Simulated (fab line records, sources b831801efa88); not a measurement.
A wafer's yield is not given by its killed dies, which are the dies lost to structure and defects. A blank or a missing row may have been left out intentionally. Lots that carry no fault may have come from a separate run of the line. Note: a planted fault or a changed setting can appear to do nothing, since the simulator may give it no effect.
fab line records -- flow sky130
record: lots: 12, wafers: 36, last_day: 50
route steps=708 shown CAPM@537 VIA4@640 METAL5@662 PAD_OPEN@708
lots with no fault: from the same line, run without faults
start_h: start of the lot's first displayed wafer, in hours after the record's first day -- wait_h: hours elapsed since this lot's preceding step -- " repeats the value in the row above -- L1.1+2: a single row standing in for several wafers -- - no value, or no start given -- * or withheld: withheld -- < > ~ a bound
route shown NAME@n: names a module that has steps shown in the file, with the first one's number in the route -- usual: mean/standard deviation taken from wafers without a fault -- same: alike in all rows -- chamber/n: place in a boat -- sites: readings site by site -- _std_site: standard deviation of those values -- _edge_site: mean of outer sites minus mean of inner sites -- radius_mm: how far each site lies from the wafer's centre -- mask NAME#n: copy n -- behind: the tool/chamber that last shaped the wafer -- hold: cause of the lot's hold/its duration in hours/its outcome -- device: whichever transistor did not switch (one of n, p or np) -- end of line: tests run on the same wafers once the route is complete -- a step with no rows: only its recipe -- killed: not the wafer's yield, but the dies lost to structure and defects at the first sort -- map: per-die view of a wafer (x killed, . not killed, _ where there is no die)
set.NAME: the setting that was run; set.NAME@STEP: the one run at that earlier step -- model.NAME: the simulator's own value behind a step, which no gauge read
a sample of lots followed through the steps of the route, with each step as a table and each wafer as a row
services: a tool's chamber out of use, with start hour (start_h, from the record's first day; less than 0 if before it), hours out, and reason
== steps ==
step: SKY_CAPM_CVD_00
recipe: material: SiO2, target_thk_nm: 15.5, temp_c: 400, time_s: withheld, rf_w: 450
usual: heater_power_w: 748/99, rf_fwd_power_W: 441.3/1.8, susceptor_temp_C: 399.99/0.23
lot.wafer,tool,chamber,start_h,wait_h,heater_power_w,rf_fwd_power_W,susceptor_temp_C
L111.2,pecvd-04,0,829.82,0.0,845,439.4,400.00
L111.4,pecvd-04,0,829.82,0.0,868,438.9,400.26
L111.6,pecvd-04,0,829.82,0.0,851,439.8,400.14
L112.2,pecvd-01,1,842.66,0.0,607,443.9,399.62
L112.3,pecvd-01,1,842.66,0.0,620,443.2,399.83
L112.6,pecvd-01,0,842.66,0.0,835,442.7,400.30
L113.3,pecvd-04,0,848.41,0.0,909,439.6,399.95
L113.4,pecvd-04,0,848.41,0.0,901,440.6,399.61
L113.5,pecvd-04,1,848.41,0.0,700,438.4,400.03
L116.2,pecvd-02,1,874.91,0.0,659,444.0,400.00
L116.4,pecvd-02,1,874.91,0.0,666,441.8,400.14
L116.5,pecvd-02,2,874.91,0.0,769,441.1,400.19
L117.1,pecvd-04,0,882.87,0.0,957,438.8,399.84
L117.3,pecvd-04,2,882.87,0.0,664,441.0,400.34
L117.6,pecvd-04,1,882.87,0.0,758,440.8,399.81
L118.3,pecvd-01,2,895.72,0.0,689,440.1,400.19
L118.4,pecvd-01,0,895.72,0.0,879,441.0,399.88
L118.5,pecvd-01,2,895.72,0.0,695,443.3,400.41
L121.4,pecvd-04,2,915.66,0.0,813,440.8,400.53
L121.5,pecvd-04,0,915.66,0.0,859,439.2,400.21
L121.6,pecvd-04,1,915.66,0.0,738,437.3,399.54
L124.1,pecvd-04,0,954.43,0.0,877,438.7,399.84
L124.3,pecvd-04,2,954.43,0.0,680,440.6,400.13
L124.5,pecvd-04,1,954.43,0.0,763,439.4,399.93
L127.1,pecvd-02,2,991.72,0.0,826,442.0,399.82
L127.2,pecvd-02,1,991.72,0.0,619,441.9,400.23
L127.3,pecvd-02,0,991.72,0.0,717,444.3,400.23
L129.2,pecvd-02,1,1002.22,0.0,681,442.5,400.06
L129.3,pecvd-02,2,1002.22,0.0,821,441.2,400.15
L129.4,pecvd-02,2,1002.22,0.0,833,443.2,399.93
L131.1,pecvd-02,1,1020.16,0.0,645,446.1,399.87
L131.2,pecvd-02,2,1020.16,0.0,731,442.1,399.89
L131.3,pecvd-02,0,1020.16,0.0,702,443.4,399.91
L134.1,pecvd-01,2,1022.62,0.0,706,441.8,399.90
L134.3,pecvd-01,0,1022.62,0.0,746,442.7,399.89
L134.6,pecvd-01,0,1022.62,0.0,731,442.0,399.83
step: SKY_VIA4_THK_MEAS_01
recipe: reads: SiO2_of_VIA4_HDPCVD_00
usual: VIA4_HDPCVD_THK: 1750/21
lot.wafer,tool,chamber,start_h,wait_h,VIA4_HDPCVD_THK[nm]
L111.2,film_metro-03,-,963.75,0.1,1765
L111.4,film_metro-03,-,963.75,0.1,1774
L111.6,film_metro-03,-,963.75,0.1,1789
L112.2,film_metro-04,-,975.40,0.1,1752
L112.3,film_metro-04,-,975.40,0.1,1782
L112.6,film_metro-04,-,975.40,0.1,1757
L113.3,film_metro-04,-,982.61,0.1,1715
L113.4,film_metro-04,-,982.61,0.1,1775
L113.5,film_metro-04,-,982.61,0.1,1769
L116.2,film_metro-04,-,1005.48,0.1,1758
L116.4,film_metro-04,-,1005.48,0.1,1778
L116.5,film_metro-04,-,1005.48,0.1,1727
L117.1,film_metro-03,-,1012.07,0.1,1717
L117.3,film_metro-03,-,1012.07,0.1,1744
L117.6,film_metro-03,-,1012.07,0.1,1729
L118.3,film_metro-04,-,1022.58,0.1,1762
L118.4,film_metro-04,-,1022.58,0.1,1724
L118.5,film_metro-04,-,1022.58,0.1,1769
L121.4,film_metro-03,-,1039.01,0.0,1770
L121.5,film_metro-03,-,1039.01,0.0,1766
L121.6,film_metro-03,-,1039.01,0.0,1727
L124.1,film_metro-04,-,1073.88,0.1,1705
L124.3,film_metro-04,-,1073.88,0.1,1733
L124.5,film_metro-04,-,1073.88,0.1,1738
L127.1,film_metro-04,-,1104.54,0.1,1740
L127.2,film_metro-04,-,1104.54,0.1,1767
L127.3,film_metro-04,-,1104.54,0.1,1746
L129.2,film_metro-04,-,1114.29,0.1,1752
L129.3,film_metro-04,-,1114.29,0.1,1769
L129.4,film_metro-04,-,1114.29,0.1,1733
L131.1,film_metro-04,-,1129.38,0.1,1776
L131.2,film_metro-04,-,1129.38,0.1,1773
L131.3,film_metro-04,-,1129.38,0.1,1788
L134.1,film_metro-04,-,1130.46,0.1,1756
L134.3,film_metro-04,-,1130.46,0.1,1780
L134.6,film_metro-04,-,1130.46,0.1,1761
step: SKY_VIA4_THK_MEAS_20
recipe: thk_meas_gauge: xrf, reads: W_of_VIA4_CVD_18
usual: VIA4_W_THK: 507/7.6
lot.wafer,tool,chamber,start_h,wait_h,VIA4_W_THK[nm]
L111.2,film_metro-04,-,988.47,0.1,515
L111.4,film_metro-04,-,988.47,0.1,510
L111.6,film_metro-04,-,988.47,0.1,513
L112.2,film_metro-02,-,1000.09,0.1,510
L112.3,film_metro-02,-,1000.09,0.1,494
L112.6,film_metro-02,-,1000.09,0.1,507
L113.3,film_metro-04,-,1006.63,0.1,506
L113.4,film_metro-04,-,1006.63,0.1,510
L113.5,film_metro-04,-,1006.63,0.1,503
L116.2,film_metro-03,-,1029.87,0.1,498
L116.4,film_metro-03,-,1029.87,0.1,496
L116.5,film_metro-03,-,1029.87,0.1,500
L117.1,film_metro-04,-,1035.92,0.1,504
L117.3,film_metro-04,-,1035.92,0.1,504
L117.6,film_metro-04,-,1035.92,0.1,505
L118.3,film_metro-02,-,1044.94,0.1,494
L118.4,film_metro-02,-,1044.94,0.1,500
L118.5,film_metro-02,-,1044.94,0.1,493
L121.4,film_metro-03,-,1062.25,0.1,515
L121.5,film_metro-03,-,1062.25,0.1,512
L121.6,film_metro-03,-,1062.25,0.1,513
L124.1,film_metro-04,-,1096.15,0.1,523
L124.3,film_metro-04,-,1096.15,0.1,520
L124.5,film_metro-04,-,1096.15,0.1,515
L127.1,film_metro-02,-,1125.74,0.1,522
L127.2,film_metro-02,-,1125.74,0.1,509
L127.3,film_metro-02,-,1125.74,0.1,505
L129.2,film_metro-03,-,1134.94,0.1,511
L129.3,film_metro-03,-,1134.94,0.1,511
L129.4,film_metro-03,-,1134.94,0.1,502
L131.1,film_metro-03,-,1148.41,0.1,509
L131.2,film_metro-03,-,1148.41,0.1,500
L131.3,film_metro-03,-,1148.41,0.1,501
L134.1,film_metro-02,-,1149.62,0.1,502
L134.3,film_metro-02,-,1149.62,0.1,510
L134.6,film_metro-02,-,1149.62,0.1,501
step: SKY_METAL5_SPUTTER_01
recipe: material: TiN, target_thk_nm: 20, power_w: 6500, time_s: 16.7, chamber_pressure_pa: 0.4
usual: throttle_valve_pct: 30.2/1.1
lot.wafer,tool,chamber,start_h,wait_h,throttle_valve_pct
L111.2,pvd_sputter-04,-,988.85,0.0,29.2
L111.4,pvd_sputter-04,-,988.85,0.0,29.3
L111.6,pvd_sputter-04,-,988.85,0.0,30.3
L112.2,pvd_sputter-03,-,1000.63,0.0,30.6
L112.3,pvd_sputter-03,-,1000.63,0.0,29.1
L112.6,pvd_sputter-03,-,1000.63,0.0,30.7
L113.3,pvd_sputter-04,-,1006.99,0.0,30.4
L113.4,pvd_sputter-04,-,1006.99,0.0,29.2
L113.5,pvd_sputter-04,-,1006.99,0.0,31.5
L116.2,pvd_sputter-02,-,1030.24,0.0,27.9
L116.4,pvd_sputter-02,-,1030.24,0.0,31.0
L116.5,pvd_sputter-02,-,1030.24,0.0,30.9
L117.1,pvd_sputter-04,-,1036.31,0.0,32.0
L117.3,pvd_sputter-04,-,1036.31,0.0,29.3
L117.6,pvd_sputter-04,-,1036.31,0.0,32.0
L118.3,pvd_sputter-02,-,1045.30,0.0,28.4
L118.4,pvd_sputter-02,-,1045.30,0.0,29.0
L118.5,pvd_sputter-02,-,1045.30,0.0,30.8
L121.4,pvd_sputter-02,-,1062.62,0.0,28.1
L121.5,pvd_sputter-02,-,1062.62,0.0,31.2
L121.6,pvd_sputter-02,-,1062.62,0.0,30.8
L124.1,pvd_sputter-02,-,1096.54,0.0,27.9
L124.3,pvd_sputter-02,-,1096.54,0.0,30.8
L124.5,pvd_sputter-02,-,1096.54,0.0,27.9
L127.1,pvd_sputter-02,-,1126.47,0.0,28.0
L127.2,pvd_sputter-02,-,1126.47,0.0,29.2
L127.3,pvd_sputter-02,-,1126.47,0.0,30.8
L129.2,pvd_sputter-04,-,1135.32,0.0,30.2
L129.3,pvd_sputter-04,-,1135.32,0.0,29.4
L129.4,pvd_sputter-04,-,1135.32,0.0,31.8
L131.1,pvd_sputter-02,-,1148.79,0.0,31.1
L131.2,pvd_sputter-02,-,1148.79,0.0,29.0
L131.3,pvd_sputter-02,-,1148.79,0.0,30.9
L134.1,pvd_sputter-03,-,1150.01,0.0,30.5
L134.3,pvd_sputter-03,-,1150.01,0.0,29.2
L134.6,pvd_sputter-03,-,1150.01,0.0,30.8
step: SKY_PAD_OPEN_PROBE_99
usual: defect_limited_yield: 82.5/1.9, killed_at_M0_to_M3: 44/7.3, killed_at_M4_up: 3.2/1.8, killed_at_contacts: 24/5.4, killed_at_front_end: 16/4.4, killed_at_other: 0.3/0.48, killed_dies: 86/9.5, killed_open: 47/7.7, killed_short: 39/6.4, sort_bin_3_pad_short: 0.9/0.41, sort_bin_5_function: 10.4/1.5, sort_bin_6_memory: 6.2/1.1, sort_n_pass: 406/9.5, sort_yield_pct: 82.5/1.9
same: gross_dies: 492, killed_at_back_side: 0, sort_bin_4_leakage[%]: 0, sort_bin_8_speed[%]: 0
lot.wafer,tool,chamber,start_h,wait_h,defect_limited_yield[%],killed_at_M0_to_M3,killed_at_M4_up,killed_at_contacts,killed_at_front_end,killed_at_other,killed_dies,killed_open,killed_short,sort_bin_3_pad_short[%],sort_bin_5_function[%],sort_bin_6_memory[%],sort_n_pass,sort_yield_pct[%]
L111.2,prober-01,-,1059.80,0.1,81.5,46,1,25,18,1,91,57,34,0.4,10.2,7.9,401,81.5
L111.4,prober-01,-,1059.90,0.2,82.3,40,3,29,15,0,87,54,33,0.4,10.4,6.9,405,82.3
L111.6,prober-01,-,1060.00,0.2,78.5,52,6,28,20,0,106,62,44,1.8,12.8,6.9,386,78.5
L112.2,prober-02,-,1070.28,0.1,86.0,36,7,17,9,0,69,38,31,1.4,7.9,4.7,423,86.0
L112.3,prober-02,-,1070.33,0.2,82.7,43,3,28,10,1,85,43,42,0.8,10.4,6.1,407,82.7
L112.6,prober-02,-,1070.48,0.2,84.6,32,1,29,14,0,76,47,29,1.0,7.7,6.7,416,84.6
L113.3,prober-02,-,1076.55,0.2,83.5,30,5,24,22,0,81,44,37,0.6,10.0,5.9,411,83.5
L113.4,prober-02,-,1076.60,0.2,81.7,49,4,24,13,0,90,59,31,0.4,10.6,7.3,402,81.7
L113.5,prober-02,-,1076.65,0.2,83.3,46,1,17,18,0,82,37,45,0.8,10.4,5.5,410,83.3
L116.2,prober-01,-,1097.62,0.1,81.1,42,10,23,18,0,93,42,51,1.0,11.0,6.9,399,81.1
L116.4,prober-01,-,1097.72,0.2,85.0,40,0,14,20,0,74,46,28,0.4,9.3,5.3,418,85.0
L116.5,prober-01,-,1097.77,0.2,80.7,48,3,25,18,1,95,54,41,1.0,11.4,6.9,397,80.7
L117.1,prober-02,-,1102.19,0.1,81.5,35,4,26,26,0,91,54,37,0.8,11.2,6.5,401,81.5
L117.3,prober-02,-,1102.29,0.2,84.8,31,4,21,17,2,75,37,38,0.6,7.5,7.1,417,84.8
L117.6,prober-02,-,1102.44,0.2,80.5,53,3,18,22,0,96,51,45,0.8,9.6,9.1,396,80.5
L118.3,prober-01,-,1109.31,0.2,82.3,44,1,24,18,0,87,53,34,1.2,10.0,6.5,405,82.3
L118.4,prober-01,-,1109.36,0.2,83.3,36,4,22,20,0,82,47,35,0.4,10.2,6.1,410,83.3
L118.5,prober-01,-,1109.41,0.2,79.1,42,7,31,23,0,103,63,40,0.6,12.8,7.5,389,79.1
L121.4,prober-02,-,1126.93,0.2,73.8,50,3,22,19,35,129,54,40,0.8,17.9,7.5,363,73.8
L121.5,prober-02,-,1126.98,0.2,76.6,44,5,23,19,24,115,42,49,1.4,13.8,8.1,377,76.6
L121.6,prober-02,-,1127.03,0.2,77.8,33,3,17,9,47,109,34,29,2.2,15.0,4.9,383,77.8
L124.1,prober-01,-,1155.72,0.1,79.7,32,4,23,17,24,100,48,28,1.0,15.2,4.1,392,79.7
L124.3,prober-01,-,1155.82,0.2,77.6,25,4,28,18,35,110,38,37,2.2,12.6,7.5,382,77.6
L124.5,prober-01,-,1155.92,0.2,76.0,28,2,29,15,44,118,35,40,1.8,15.0,7.1,374,76.0
L127.1,prober-01,-,1183.49,0.1,85.6,30,5,28,8,0,71,37,34,0.8,8.9,4.7,421,85.6
L127.2,prober-01,-,1183.54,0.1,82.7,39,6,28,12,0,85,50,35,1.2,11.0,5.1,407,82.7
L127.3,prober-01,-,1183.59,0.2,83.7,35,3,33,9,0,80,41,39,0.6,8.5,7.1,412,83.7
L129.2,prober-02,-,1189.84,0.1,84.1,37,5,12,23,1,78,29,49,1.0,7.7,7.1,414,84.1
L129.3,prober-02,-,1189.89,0.2,81.3,47,3,28,13,1,92,53,39,0.8,12.0,5.9,400,81.3
L129.4,prober-02,-,1189.94,0.2,84.3,43,3,18,13,0,77,47,30,0.2,8.9,6.5,415,84.3
L131.1,prober-01,-,1203.29,0.1,79.9,58,5,21,15,0,99,52,47,1.4,11.6,7.1,393,79.9
L131.2,prober-01,-,1203.34,0.1,79.9,42,7,37,12,1,99,61,38,0.8,12.2,7.1,393,79.9
L131.3,prober-01,-,1203.39,0.2,79.1,56,4,34,9,0,103,56,47,1.6,13.4,5.9,389,79.1
L134.1,prober-02,-,1204.15,0.1,83.7,38,2,19,20,1,80,40,40,0.6,8.3,7.3,412,83.7
L134.3,prober-02,-,1204.25,0.2,82.3,46,3,14,24,0,87,43,44,1.2,8.3,8.1,405,82.3
L134.6,prober-02,-,1204.40,0.2,83.3,38,3,15,26,0,82,38,44,0.6,8.7,7.3,410,83.3
killed by level:class
L111.2 VIA1:geometric_particle:open=13 LI_CONTACT:geometric_particle:open=11 CONTACT:geometric_particle:open=9 VIA1:geometric_particle:short=7 VIA2:geometric_particle:open=7 FIELD_ISO:geometric_particle:open=6 METAL2:geometric_particle:short=5 VIA3:geometric_particle:open=5
L111.4 VIA1:geometric_particle:open=14 LI_CONTACT:geometric_particle:open=11 CONTACT:geometric_particle:open=10 VIA3:geometric_particle:open=6 POLY_GATE:geometric_particle:short=4 LI_CONTACT:geometric_particle:short=4 VIA2:geometric_particle:open=4 METAL1:geometric_particle:short=3
L111.6 VIA1:geometric_particle:open=13 VIA3:geometric_particle:open=13 LI_CONTACT:geometric_particle:open=8 CONTACT:geometric_particle:open=8 FIELD_ISO:geometric_particle:short=7 METAL2:geometric_particle:short=6 CONTACT:geometric_particle:short=5 VIA1:geometric_particle:short=4
L112.2 CONTACT:geometric_particle:open=7 VIA2:geometric_particle:open=6 LI_CONTACT:geometric_particle:open=5 METAL1:geometric_particle:short=5 VIA3:geometric_particle:open=5 METAL2:geometric_particle:short=5 METAL4:geometric_particle:short=4 VIA1:geometric_particle:short=4
L112.3 LI_CONTACT:geometric_particle:open=12 CONTACT:geometric_particle:open=9 METAL1:geometric_particle:short=9 VIA1:geometric_particle:open=7 VIA3:geometric_particle:open=7 METAL2:geometric_particle:short=4 VIA1:geometric_particle:short=4 VIA3:geometric_particle:short=4
L112.6 CONTACT:geometric_particle:open=10 LI_CONTACT:geometric_particle:open=8 VIA1:geometric_particle:open=6 METAL2:geometric_particle:short=6 VIA1:geometric_particle:short=5 FIELD_ISO:geometric_particle:open=4 VIA3:geometric_particle:open=4 SPACER:geometric_particle:open=3
L113.3 LI_CONTACT:geometric_particle:open=9 CONTACT:geometric_particle:open=7 VIA1:geometric_particle:open=7 POLY_GATE:geometric_particle:short=6 POLY_GATE:geometric_particle:open=5 VIA1:geometric_particle:short=5 VIA3:geometric_particle:open=5 FIELD_ISO:geometric_particle:open=4
L113.4 VIA1:geometric_particle:open=13 LI_CONTACT:geometric_particle:open=8 VIA2:geometric_particle:open=7 CONTACT:geometric_particle:open=6 VIA3:geometric_particle:open=6 FIELD_ISO:geometric_particle:open=5 LOCAL_INTERCONNECT:geometric_particle:open=5 METAL1:geometric_particle:short=4
L113.5 VIA1:geometric_particle:open=11 METAL1:geometric_particle:short=7 POLY_GATE:geometric_particle:short=6 LI_CONTACT:geometric_particle:open=6 VIA2:geometric_particle:short=6 VIA2:geometric_particle:open=6 FIELD_ISO:geometric_particle:short=5 LOCAL_INTERCONNECT:geometric_particle:short=4
L116.2 METAL4:geometric_particle:short=9 CONTACT:geometric_particle:open=8 VIA1:geometric_particle:open=8 METAL2:geometric_particle:short=7 VIA2:geometric_particle:open=7 LI_CONTACT:geometric_particle:open=6 CONTACT:geometric_particle:short=6 FIELD_ISO:geometric_particle:open=5
L116.4 VIA1:geometric_particle:open=10 VIA3:geometric_particle:open=6 LI_CONTACT:geometric_particle:open=5 VIA1:geometric_particle:short=5 VIA2:geometric_particle:open=5 FIELD_ISO:geometric_particle:open=4 FIELD_ISO:geometric_particle:short=4 POLY_GATE:geometric_particle:open=4
L116.5 VIA1:geometric_particle:open=11 LI_CONTACT:geometric_particle:open=9 VIA3:geometric_particle:open=9 VIA1:geometric_particle:short=6 CONTACT:geometric_particle:open=6 POLY_GATE:geometric_particle:short=5 LOCAL_INTERCONNECT:geometric_particle:short=5 FIELD_ISO:geometric_particle:open=4
L117.1 CONTACT:geometric_particle:open=12 VIA1:geometric_particle:open=10 FIELD_ISO:geometric_particle:open=9 FIELD_ISO:geometric_particle:short=7 LI_CONTACT:geometric_particle:open=7 POLY_GATE:geometric_particle:short=5 VIA2:geometric_particle:open=5 CONTACT:geometric_particle:short=4
L117.3 CONTACT:geometric_particle:open=9 VIA3:geometric_particle:short=5 VIA1:geometric_particle:short=5 VIA1:geometric_particle:open=5 FIELD_ISO:geometric_particle:short=4 FIELD_ISO:geometric_particle:open=4 LI_CONTACT:geometric_particle:short=4 CONTACT:geometric_particle:short=4
L117.6 VIA1:geometric_particle:open=11 VIA2:geometric_particle:short=8 METAL2:geometric_particle:short=8 CONTACT:geometric_particle:open=7 FIELD_ISO:geometric_particle:open=6 CONTACT:geometric_particle:short=6 METAL1:geometric_particle:short=5 VIA1:geometric_particle:short=5
L118.3 VIA1:geometric_particle:open=14 LI_CONTACT:geometric_particle:open=9 CONTACT:geometric_particle:open=9 VIA3:geometric_particle:open=6 POLY_GATE:geometric_particle:short=5 VIA2:geometric_particle:open=5 FIELD_ISO:geometric_particle:open=4 VIA1:geometric_particle:short=4
L118.4 VIA1:geometric_particle:open=10 CONTACT:geometric_particle:open=8 FIELD_ISO:geometric_particle:open=7 VIA3:geometric_particle:open=7 LI_CONTACT:geometric_particle:open=6 FIELD_ISO:geometric_particle:short=5 POLY_GATE:geometric_particle:open=4 VIA1:geometric_particle:short=4
L118.5 VIA1:geometric_particle:open=15 CONTACT:geometric_particle:open=11 FIELD_ISO:geometric_particle:open=10 VIA3:geometric_particle:open=7 LI_CONTACT:geometric_particle:open=6 FIELD_ISO:geometric_particle:short=5 POLY_GATE:geometric_particle:short=5 VIA1:geometric_particle:short=5
L121.4 CAPM:unspecified=35 VIA1:geometric_particle:open=15 LI_CONTACT:geometric_particle:open=7 VIA3:geometric_particle:open=6 CONTACT:geometric_particle:open=6 FIELD_ISO:geometric_particle:open=5 POLY_GATE:geometric_particle:open=5 METAL1:geometric_particle:short=5
L121.5 CAPM:unspecified=24 VIA1:geometric_particle:open=13 METAL1:geometric_particle:short=8 FIELD_ISO:geometric_particle:open=7 VIA1:geometric_particle:short=6 LI_CONTACT:geometric_particle:open=6 CONTACT:geometric_particle:short=6 LOCAL_INTERCONNECT:geometric_particle:short=5
L121.6 CAPM:unspecified=46 VIA1:geometric_particle:open=10 LI_CONTACT:geometric_particle:open=5 VIA1:geometric_particle:short=5 VIA2:geometric_particle:open=5 VIA3:geometric_particle:open=5 CONTACT:geometric_particle:short=4 LOCAL_INTERCONNECT:geometric_particle:short=4
L124.1 CAPM:unspecified=24 CONTACT:geometric_particle:open=15 VIA1:geometric_particle:open=8 FIELD_ISO:geometric_particle:open=7 METAL1:geometric_particle:short=6 METAL2:geometric_particle:short=5 LI_CONTACT:geometric_particle:open=4 POLY_GATE:geometric_particle:short=3
L124.3 CAPM:unspecified=35 CONTACT:geometric_particle:open=9 FIELD_ISO:geometric_particle:short=6 VIA2:geometric_particle:open=6 VIA1:geometric_particle:open=6 LI_CONTACT:geometric_particle:short=5 LI_CONTACT:geometric_particle:open=5 CONTACT:geometric_particle:short=4
L124.5 CAPM:unspecified=43 CONTACT:geometric_particle:open=8 LOCAL_INTERCONNECT:geometric_particle:short=6 CONTACT:geometric_particle:short=6 FIELD_ISO:geometric_particle:short=5 VIA3:geometric_particle:open=5 POLY_GATE:geometric_particle:open=4 LI_CONTACT:geometric_particle:short=4
L127.1 CONTACT:geometric_particle:open=8 VIA1:geometric_particle:open=8 LOCAL_INTERCONNECT:geometric_particle:short=7 CONTACT:geometric_particle:short=6 LI_CONTACT:geometric_particle:open=5 VIA1:geometric_particle:short=5 VIA3:geometric_particle:open=4 METAL1:geometric_particle:short=3
L127.2 CONTACT:geometric_particle:open=13 VIA1:geometric_particle:open=9 VIA3:geometric_particle:open=7 LI_CONTACT:geometric_particle:open=6 CONTACT:geometric_particle:short=5 METAL1:geometric_particle:short=4 METAL2:geometric_particle:short=4 METAL4:geometric_particle:short=4
L127.3 CONTACT:geometric_particle:open=16 VIA1:geometric_particle:open=9 CONTACT:geometric_particle:short=7 METAL3:geometric_particle:short=6 VIA2:geometric_particle:open=5 LI_CONTACT:geometric_particle:open=4 LI_CONTACT:geometric_particle:short=4 VIA1:geometric_particle:short=4
L129.2 POLY_GATE:geometric_particle:short=10 VIA1:geometric_particle:short=8 METAL1:geometric_particle:short=6 VIA3:geometric_particle:open=6 VIA1:geometric_particle:open=5 METAL2:geometric_particle:short=5 METAL4:geometric_particle:short=4 LI_CONTACT:geometric_particle:open=4
L129.3 VIA1:geometric_particle:open=14 CONTACT:geometric_particle:open=10 VIA3:geometric_particle:open=7 METAL2:geometric_particle:short=7 FIELD_ISO:geometric_particle:open=5 LI_CONTACT:geometric_particle:open=5 VIA1:geometric_particle:short=4 LI_CONTACT:geometric_particle:short=4
L129.4 VIA1:geometric_particle:open=11 CONTACT:geometric_particle:open=7 LI_CONTACT:geometric_particle:open=6 METAL2:geometric_particle:short=6 VIA2:geometric_particle:open=5 FIELD_ISO:geometric_particle:open=4 VIA1:geometric_particle:short=4 VIA3:geometric_particle:open=4
L131.1 VIA1:geometric_particle:open=12 VIA2:geometric_particle:open=11 METAL2:geometric_particle:short=10 METAL1:geometric_particle:short=7 VIA3:geometric_particle:open=6 CONTACT:geometric_particle:short=5 CONTACT:geometric_particle:open=5 FIELD_ISO:geometric_particle:open=4
L131.2 CONTACT:geometric_particle:open=13 VIA1:geometric_particle:open=11 LI_CONTACT:geometric_particle:open=10 VIA3:geometric_particle:open=10 CONTACT:geometric_particle:short=6 VIA2:geometric_particle:open=6 METAL1:geometric_particle:short=6 LOCAL_INTERCONNECT:geometric_particle:short=5
L131.3 VIA2:geometric_particle:open=14 VIA1:geometric_particle:open=12 CONTACT:geometric_particle:open=10 CONTACT:geometric_particle:short=8 LOCAL_INTERCONNECT:geometric_particle:short=5 METAL2:geometric_particle:short=5 LI_CONTACT:geometric_particle:open=4 LI_CONTACT:geometric_particle:short=4
L134.1 CONTACT:geometric_particle:open=11 VIA2:geometric_particle:open=11 FIELD_ISO:geometric_particle:short=6 FIELD_ISO:geometric_particle:open=5 METAL1:geometric_particle:short=4 VIA1:geometric_particle:short=4 METAL2:geometric_particle:short=4 LOCAL_INTERCONNECT:geometric_particle:short=3
L134.3 FIELD_ISO:geometric_particle:short=8 VIA2:geometric_particle:open=7 VIA1:geometric_particle:open=7 VIA3:geometric_particle:open=7 FIELD_ISO:geometric_particle:open=6 METAL2:geometric_particle:short=6 METAL1:geometric_particle:short=6 CONTACT:geometric_particle:open=5
L134.6 FIELD_ISO:geometric_particle:short=13 VIA1:geometric_particle:open=8 METAL2:geometric_particle:short=7 VIA3:geometric_particle:open=6 FIELD_ISO:geometric_particle:open=5 CONTACT:geometric_particle:short=5 CONTACT:geometric_particle:open=5 LOCAL_INTERCONNECT:geometric_particle:short=3
== services ==
tool,chamber,start_h,hours,kind
pvd_sputter-02,3,822.40,-,consumable_replace:kit
pvd_sputter-02,3,822.40,18.0,scheduled_down
pvd_sputter-02,3,822.40,18.0,vent_cycle
pvd_sputter-03,-,852.90,2.4,repair
pvd_sputter-03,-,859.39,0.8,repair
pecvd-04,-,878.56,1.8,repair
pecvd-01,0,878.99,12.8,repair
pecvd-01,1,886.82,9.1,repair
pvd_sputter-02,-,898.14,1.7,repair
pecvd-01,-,899.39,4.3,pm
pvd_sputter-04,-,913.26,2.2,repair
pecvd-01,-,929.76,2.8,pm
pecvd-02,-,946.75,0.5,repair
pecvd-02,2,948.69,9.8,repair
pvd_sputter-02,-,972.84,3.3,repair
pecvd-01,-,990.93,0.3,repair
pvd_sputter-04,-,993.61,7.5,repair
pvd_sputter-02,-,1008.24,1.0,repair
pvd_sputter-02,-,1019.02,8.0,repair
pvd_sputter-02,2,1049.79,-,consumable_replace:kit
pvd_sputter-02,2,1049.79,18.0,scheduled_down
pecvd-04,0,1053.61,4.7,repair
pecvd-04,-,1075.14,0.8,repair
pecvd-01,2,1106.82,12.6,repair
== key ==
first_sign: step: SKY_PAD_OPEN_PROBE_99, reading: killed_at_other, direction: up, sigmas: 35, usual: 0.3, struck: 34.8
effect: step: SKY_PAD_OPEN_PROBE_99, reading: sort_bin_5_function, direction: up, sigmas: 2.9, usual: 10.4, struck: 14.9, wafers_moved: 5
met_at SKY_CAPM_CVD_00
struck_lots L121,L124
not_acting_at SKY_VIA4_THK_MEAS_01,SKY_VIA4_THK_MEAS_20,SKY_METAL5_SPUTTER_01
onset_between 882.87 915.66
fault: kind: chamber_particle_source, tool: pecvd-04, chamber: -, onset_h: 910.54, steps: SKY_CAPM_CVD_00, rate_per_visit_cm2: 0.45935, end_h: 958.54
